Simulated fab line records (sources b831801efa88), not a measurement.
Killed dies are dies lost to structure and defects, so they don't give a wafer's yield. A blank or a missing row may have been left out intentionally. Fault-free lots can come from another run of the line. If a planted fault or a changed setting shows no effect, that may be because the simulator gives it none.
Chamber matching | flow sky130 | 4 sister chambers for SKY_FIELD_ISO_ETCH_17 on rieSi-01
The step etches Si in HBr/Cl2/O2, target depth 342 nm, time 97.7 s. 8 wafers are shown with their chamber, then 7 later ones without.

== WAFERS, EACH WITH ITS CHAMBER ==
wafer  | chamber | oesProductAu (a.u.) | throttleValvePct (%)
L702.3 | 1       | 0.984               | 25.661
L703.1 | 0       | 0.974               | 25.673
L703.3 | 3       | 1.011               | 25.648
L703.4 | 2       | 0.993               | 25.679
L706.2 | 2       | 0.990               | 25.661
L706.3 | 1       | 0.994               | 25.655
L706.4 | 0       | 0.979               | 25.642
L714.2 | 3       | 1.020               | 25.630

== WAFERS WITH NO CHAMBER GIVEN ==
wafer  | oesProductAu (a.u.) | throttleValvePct (%)
L714.4 | 0.991               | 25.671
L716.2 | 0.981               | 25.662
L716.4 | 0.989               | 25.649
L716.5 | 0.982               | 25.671
L721.1 | 0.991               | 25.665
L721.3 | 0.986               | 25.662
L721.6 | 0.980               | 25.661

== THE CHAMBER EACH PASSED THROUGH ==
wafer  | from the rows above          | in truth
L714.4 | can't be placed: 2 or 1      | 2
L716.2 | can't be placed: 0 or 1 or 2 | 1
L716.4 | can't be placed: 1 or 2 or 0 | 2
L716.5 | can't be placed: 0 or 1 or 2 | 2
L721.1 | can't be placed: 2 or 1      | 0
L721.3 | can't be placed: 1 or 2 or 0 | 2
L721.6 | can't be placed: 0 or 1 or 2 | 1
Correctly placed: 0 of 7. Cannot be placed on the basis of these rows: 7; the candidates contain the true chamber in 6. Wrongly placed: 0.
How it was worked out, from the rows above alone: a wafer's distance from a chamber is the root of the sum, over the readings, of the square of ((its reading less the chamber's mean) divided by the reading's scatter). The wafer belongs to the nearest chamber; if the next one is less than 2 further off, it can't be placed. A chamber's mean is the mean of its shown wafers. The scatter is the square root of a quotient: the sum, over the shown wafers, of each reading's squared deviation from its chamber's mean, divided by wafers minus chambers.
